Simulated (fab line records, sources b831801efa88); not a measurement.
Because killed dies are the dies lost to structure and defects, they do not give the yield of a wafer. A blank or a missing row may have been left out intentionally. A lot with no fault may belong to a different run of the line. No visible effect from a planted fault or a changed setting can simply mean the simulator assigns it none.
2 desks, one fault / flow sfqLine / numbers are kept per desk, each desk with only its own; the story behind them comes last

## TOOL OWNER'S DESK, rieDiel-01
The tool's own readings at SFQ_TRILAYER_I2_VIA_ETCH_VIA_ETCH_070 (etches SiO2 in CHF3, stops on Nb, target depth 260 nm): means of the sampled wafers that have a number, for each lot that ran on this tool. Any lot whose mean is over 4 standard deviations away from the usual mean is out of limits and marked OUT; that distance is given in the brackets.
Columns: A = drypumpMotorCurrentA at SFQ_TRILAYER_I2_VIA_ETCH_VIA_ETCH_070, usual 5.9 A; B = oesProductAu at SFQ_TRILAYER_I2_VIA_ETCH_VIA_ETCH_070, usual 0.853 a.u.; C = rfFwdPowerW at SFQ_TRILAYER_I2_VIA_ETCH_VIA_ETCH_070, usual 497.9 W
lot=L653; first seen here=day 44 01:37; A=5.6; B=0.849; C=495.7
lot=L663; first seen here=day 45 23:21; A=5.6; B=0.855; C=550.1 (+31) OUT
This desk's finding: out of limits on L663; first on L663, day 45 23:21 (rfFwdPowerW at SFQ_TRILAYER_I2_VIA_ETCH_VIA_ETCH_070). In limits: L653.

## AT THE METROLOGY DESK
Means of the sampled wafers that have a number, per lot and without regard to the tool the lot ran on: this is what the gauges read. Any lot whose mean is over 4 standard deviations away from the usual mean is out of limits and marked OUT; that distance is given in the brackets.
Columns: A = I0_OVL at SFQ_I0_OVL_MEAS_908, usual 2 nm; B = M3_NB_RS at SFQ_M3_RS_MEAS_919, usual 0.891 ohm/sq
lot=L653; first seen here=day 18 01:47; A=-0; B=0.890
lot=L654; first seen here=day 18 06:35; A=10; B=0.897
lot=L659; first seen here=day 20 05:59; A=3; B=0.873
lot=L663; first seen here=day 21 14:31; A=4; B=0.890
lot=L664; first seen here=day 22 01:19; A=6; B=0.891
lot=L665; first seen here=day 22 02:38; A=5; B=0.898
lot=L667; first seen here=day 22 11:17; A=3; B=0.897
lot=L668; first seen here=day 23 07:49; A=-1; B=0.896
lot=L670; first seen here=day 24 09:01; A=-7; B=0.892
lot=L671; first seen here=day 24 11:25; A=1; B=0.893
lot=L672; first seen here=day 24 15:01; A=-1; B=0.900
lot=L673; first seen here=day 24 17:25; A=2; B=0.889
lot=L674; first seen here=day 24 21:01; A=-1; B=0.894
This desk found nothing out of limits on any of the 13 lots.

## BROUGHT TOGETHER
On L663, at day 45 23:21, an alarm was possible from the tool owner's desk.
At the metrology desk, nothing out of limits was observed.
The metrology desk holds a record of L663, inside its limits.
The lots listed all ran SFQ_TRILAYER_I2_VIA_ETCH_VIA_ETCH_070 on rieDiel-01.

## WHAT THE SIMULATOR HAD PUT IN
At SFQ_TRILAYER_I2_VIA_ETCH_VIA_ETCH_070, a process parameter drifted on rieDiel-01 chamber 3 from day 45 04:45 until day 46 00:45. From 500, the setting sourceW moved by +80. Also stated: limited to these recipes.
Struck lots among those shown: L663.
Hours from the fault's start to each desk's first reading out of limits: the tool owner's desk, 19.
